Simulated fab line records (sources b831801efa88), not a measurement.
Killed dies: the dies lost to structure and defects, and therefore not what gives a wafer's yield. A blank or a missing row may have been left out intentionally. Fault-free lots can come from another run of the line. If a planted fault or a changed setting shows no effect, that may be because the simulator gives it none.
Struck lot and sound lot, side by side | flow sky130 | 14 steps out of a route of 708
Sound: these wafers, L305.1, L305.3, L305.4. The struck wafers were L310.2, L310.4, L310.5. The cause comes at the end.
Each step with rows lists, per side, the tool, then ch with its chambers, then its first start. Under that, the readings that differ: sound wafers | struck wafers | difference of the means | sigmas: that difference in standard deviations of wafers without a fault.
alike: words and numbers the same on both sides, and readings whose means are apart by under 2 such deviations; not compared: readings that were withheld, readings missing a value for some wafer, numbers with overlapping values and no deviation given by the record, and bounds like >300 which may hide the same value.
A row with sigmas, a row that says differs or no value, or rows on one side alone: a step with any of these is where the two part. Non-overlapping numbers with no deviation appear without sigmas and do not part them. A reading that every wafer of one side lacks parts them only if that side has two wafers or more.

first, 2 steps without rows for these wafers: SKY_VT_ADJUST_PCH_PEB_05; SKY_VT_ADJUST_PCH_DEVELOP_06 (develop time 60 s).
SKY_VT_ADJUST_PCH_OVL_MEAS_07:
  struck on overlay-01, day 16 00:22; sound on overlay-02, day 14 08:55
  alike: VT_ADJUST_PCH_OVL
following that, these wafers have no rows for 1 step: SKY_VT_ADJUST_PCH_IMPLANT_08.
SKY_VT_ADJUST_PCH_STRIP_09: strips in O2/N2.
  sound on plasma_asher-03 ch 0,1, day 14 09:06; struck on plasma_asher-02 ch 0,1, day 16 00:32
  alike: drypump_motor_current_A, oes_product_au, strip_time_to_endpoint_s
  not compared: rf_hours_counter_h
SKY_VT_ADJUST_PCH_TW_MEAS_10:
  struck on film_metro-04, day 16 00:39; sound on film_metro-04, day 14 09:12
  alike: VT_ADJUST_PCH_TW
then, 6 steps without rows for these wafers: SKY_SONOS_TUNNEL_DEHYDRATE_00 (time 60 s); SKY_SONOS_TUNNEL_HMDS_01 (prime time 60 s); SKY_SONOS_TUNNEL_COAT_02 (resist thk 1140 nm); SKY_SONOS_TUNNEL_SOFTBAKE_03 (time 60 s); SKY_SONOS_TUNNEL_EXPOSE_04 (exposes mask TUNM, target cd 410 nm); SKY_SONOS_TUNNEL_PEB_05.
SKY_SONOS_TUNNEL_DEVELOP_06: develop time 60 s.
  sound on litho_track-01 ch 0, day 15 11:49; struck on litho_track-01, day 17 04:41
  no value came back on the struck wafers for chill_plate_temp_C (C), develop_time_s (s); on the sound wafers chill_plate_temp_C (C) reads 22.95 22.96 23.02
SKY_SONOS_TUNNEL_CD_MEAS_07: target cd 410 nm.
  struck on cd_sem-01, day 17 04:50; sound on cd_sem-01, day 15 11:58
  reading    | sound             | struck | difference                    | sigmas
  cd_nm (nm) | 413.8 410.0 410.8 | - - -  | no value on the struck wafers |

WHERE THEY PART
At SKY_SONOS_TUNNEL_DEVELOP_06 first; at SKY_SONOS_TUNNEL_CD_MEAS_07 last (within this record only).

WHY: the cause the simulator had injected
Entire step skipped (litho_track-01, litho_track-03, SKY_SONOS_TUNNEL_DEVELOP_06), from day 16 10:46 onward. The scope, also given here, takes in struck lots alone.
